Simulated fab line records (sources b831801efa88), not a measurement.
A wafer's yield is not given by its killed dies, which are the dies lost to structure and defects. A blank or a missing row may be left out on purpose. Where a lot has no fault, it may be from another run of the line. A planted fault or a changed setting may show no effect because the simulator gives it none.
A single fault, viewed from 2 desks ; flow gf180mcu ; each desk holds nothing but its own numbers, with what lay behind them at the end

## METROLOGY DESK
What the gauges read, lot by lot, whatever tool the lot ran on: means of the sampled wafers that have a number. Any lot whose mean is over 4 standard deviations away from the usual mean is out of limits and marked OUT; that distance is given in the brackets.
Columns: A = CONTACT_OVL at GF_CONTACT_OVL_MEAS_15, usual 3 nm
lot;first seen here;A
L479;day 16 04:59;8
L481;day 16 19:29;8
L482;day 17 12:41;2
L485;day 18 12:11;3
L486;day 18 15:06;-6
L491;day 20 14:55;2
L497;day 23 02:47;0
L498;day 23 08:23;0
L499;day 23 09:10;0
L500;day 23 13:44;4
L501;day 24 00:41;3
L502;day 24 08:54;5
Result from this desk: across the 12 lots, nothing is out of limits.

## AT THE TOOL OWNER'S DESK: litho_track-01
The tool's own readings at GF_CONTACT_DEVELOP_13 (develop time 60 s): means of the sampled wafers that have a number, for each lot that ran on this tool. Any lot whose mean is over 4 standard deviations away from the usual mean is out of limits and marked OUT; that distance is given in the brackets.
Columns: A = chill_plate_temp_C at GF_CONTACT_DEVELOP_13, usual 22.98 C
lot;first seen here;A
L481;day 16 19:13;22.87
L482;day 17 12:26;22.91
L485;day 18 11:56;23.13
L498;day 23 08:08;22.90
Result from this desk: across the 4 lots, nothing is out of limits.

## BROUGHT TOGETHER
At the metrology desk, nothing out of limits was observed.
The desk of the tool owner found nothing out of limits.

## WHAT HAD BEEN PUT IN BY THE SIMULATOR
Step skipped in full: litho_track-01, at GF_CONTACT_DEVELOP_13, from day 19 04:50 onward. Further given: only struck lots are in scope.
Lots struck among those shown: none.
